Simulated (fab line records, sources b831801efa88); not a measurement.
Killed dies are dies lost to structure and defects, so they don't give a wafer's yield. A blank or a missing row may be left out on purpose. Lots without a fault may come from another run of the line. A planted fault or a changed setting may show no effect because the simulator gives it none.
Which tool did it? | flow sky130 | 13 lots, 37 wafers sampled, at 4 steps of a route of 708

WHAT THE GAUGES READ, wafer by wafer
SKY_SD_N_RS_MEAS_18: measures by four-point-probe. Usual: RES_XHIGH_RS 332.9 ohm/sq, standard deviation 1.2.
lot  | measured     | on            | RES_XHIGH_RS (ohm/sq) | flag
L724 | day 28 03:01 | film_metro-04 | 330.8 329.6 329.5     |
L725 | day 28 09:47 | film_metro-01 | 334.0 333.1 332.9     |
L727 | day 28 21:47 | film_metro-01 | 333.6 332.8 332.1     |
L728 | day 29 12:54 | film_metro-03 | 332.5 334.6 331.9     |
L730 | day 30 13:06 | film_metro-01 | 333.1 333.5 333.4     |
L735 | day 32 02:56 | film_metro-03 | 333.4 333.7 333.7     |
L736 | day 32 08:15 | film_metro-04 | 331.3 332.6           |
L741 | day 33 17:25 | film_metro-01 | 332.5 332.8           |
L743 | day 34 03:52 | film_metro-04 | 333.5 332.7 333.5     |
L744 | day 34 08:32 | film_metro-03 | 333.9 334.5 334.4     |
L745 | day 34 22:59 | film_metro-04 | 333.4 333.2 332.5     |
L746 | day 35 00:18 | film_metro-01 | 332.5 332.7 333.6     |
L747 | day 35 09:04 | film_metro-01 | 332.5 335.4 333.9     |

SKY_LI_CONTACT_BOW_MEAS_03. Usual: LI_CONTACT_BOW 56 um, standard deviation 7.1.
lot  | measured     | on            | LI_CONTACT_BOW (um) | flag
L724 | day 28 03:38 | film_metro-04 | 56 51 57            |
L725 | day 28 10:23 | film_metro-01 | 50 49 60            |
L727 | day 28 22:24 | film_metro-01 | 65 58 62            |
L728 | day 29 13:30 | film_metro-04 | 60 61 76            |
L730 | day 30 13:42 | film_metro-03 | 61 49 54            |
L735 | day 32 03:44 | film_metro-01 | 56 58 56            |
L736 | day 32 08:51 | film_metro-01 | 65 59               |
L741 | day 33 18:01 | film_metro-01 | 45 58               |
L743 | day 34 04:28 | film_metro-04 | 61 54 63            |
L744 | day 34 09:08 | film_metro-03 | 57 49 54            |
L745 | day 34 23:35 | film_metro-01 | 46 55 57            |
L746 | day 35 00:54 | film_metro-01 | 65 58 55            |
L747 | day 35 09:40 | film_metro-04 | 48 54 52            |

WHICH TOOL RAN EACH LOT (tool, then ch and the chambers of the sampled wafers, then the start)
lot  | SKY_LDD_HVN_STRIP_09                 | SKY_RES_XHIGH_EXPOSE_04
L724 | plasma_asher-04 ch 0,1, day 20 13:40 | iline_stepper-02 ch 0, day 26 06:37
L725 | plasma_asher-03 ch 0,1, day 20 20:08 | iline_stepper-01 ch 0, day 26 13:20
L727 | plasma_asher-04 ch 0,1, day 21 09:52 | iline_stepper-01 ch 0, day 27 02:07
L728 | plasma_asher-02 ch 0,1, day 22 02:43 | iline_stepper-01 ch 0, day 27 16:49
L730 | plasma_asher-04 ch 0, day 23 03:45   | iline_stepper-01 ch 0, day 28 17:58
L735 | plasma_asher-03 ch 0,1, day 24 20:37 | iline_stepper-02 ch 0, day 30 08:30
L736 | plasma_asher-02 ch 0, day 25 02:16   | iline_stepper-02 ch 0, day 30 14:28
L741 | plasma_asher-03 ch 1, day 26 14:50   | iline_stepper-01 ch 0, day 32 00:58
L743 | plasma_asher-03 ch 0,1, day 27 03:32 | iline_stepper-02 ch 0, day 32 11:06
L744 | plasma_asher-03 ch 0,1, day 27 09:46 | iline_stepper-01 ch 0, day 32 15:56
L745 | plasma_asher-04 ch 1, day 27 18:10   | iline_stepper-02 ch 0, day 33 06:23
L746 | plasma_asher-03 ch 0,1, day 28 01:33 | iline_stepper-01 ch 0, day 33 07:27
L747 | plasma_asher-03 ch 0, day 28 08:40   | iline_stepper-01 ch 0, day 33 16:31
- SKY_LDD_HVN_STRIP_09: strips in O2/N2.
- SKY_RES_XHIGH_EXPOSE_04: exposes mask URPM, target cd 1270 nm.

WHAT THE TOOLS THEMSELVES READ (means of the sampled wafers that have a number; where no wafer has one, the mark that the record gives instead)
SKY_LDD_HVN_STRIP_09. Usual: drypump_motor_current_A 5.9 A, standard deviation 0.35; oes_product_au 0.409 a.u., standard deviation 0.0048; strip_time_to_endpoint_s 4.127 s, standard deviation 0.015.
lot  | tool            | drypump_motor_current_A (A) | oes_product_au (a.u.) | strip_time_to_endpoint_s (s) | flag
L724 | plasma_asher-04 | 6.2                         | 0.407                 | 4.140                        |
L725 | plasma_asher-03 | 5.5                         | 0.410                 | 4.125                        |
L727 | plasma_asher-04 | 6.3                         | 0.409                 | 4.121                        |
L728 | plasma_asher-02 | 6.1                         | 0.412                 | 4.116                        |
L730 | plasma_asher-04 | 5.9                         | 0.410                 | 4.114                        |
L735 | plasma_asher-03 | 5.5                         | 0.412                 | 4.129                        |
L736 | plasma_asher-02 | 5.7                         | 0.408                 | 4.131                        |
L741 | plasma_asher-03 | 5.5                         | 0.416                 | 4.129                        |
L743 | plasma_asher-03 | 5.5                         | 0.408                 | 4.123                        |
L744 | plasma_asher-03 | 5.5                         | 0.411                 | 4.150                        |
L745 | plasma_asher-04 | 6.4                         | 0.411                 | 4.113                        |
L746 | plasma_asher-03 | 5.5                         | 0.408                 | 4.118                        |
L747 | plasma_asher-03 | 5.5                         | 0.406                 | 4.135                        |

THE ANSWER, worked out from the rows above alone
Rule: a lot is off if the mean of its wafers that have a number lies more than 3 standard deviations from the usual mean. A lot without any number at a reading at which 4 lots or more have one is off too. The other lots that the step has rows for count as sound. The gauges are gone through in route order, then the tools' own readings, and for those a lot's mean is taken as printed above. The first step at which some lot is off is used, and at that step the reading that is off furthest; a lot without a number counts as furthest.
No lot is off at any reading shown: from this, nothing can be told.

WHAT THE SIMULATOR HAD PUT IN
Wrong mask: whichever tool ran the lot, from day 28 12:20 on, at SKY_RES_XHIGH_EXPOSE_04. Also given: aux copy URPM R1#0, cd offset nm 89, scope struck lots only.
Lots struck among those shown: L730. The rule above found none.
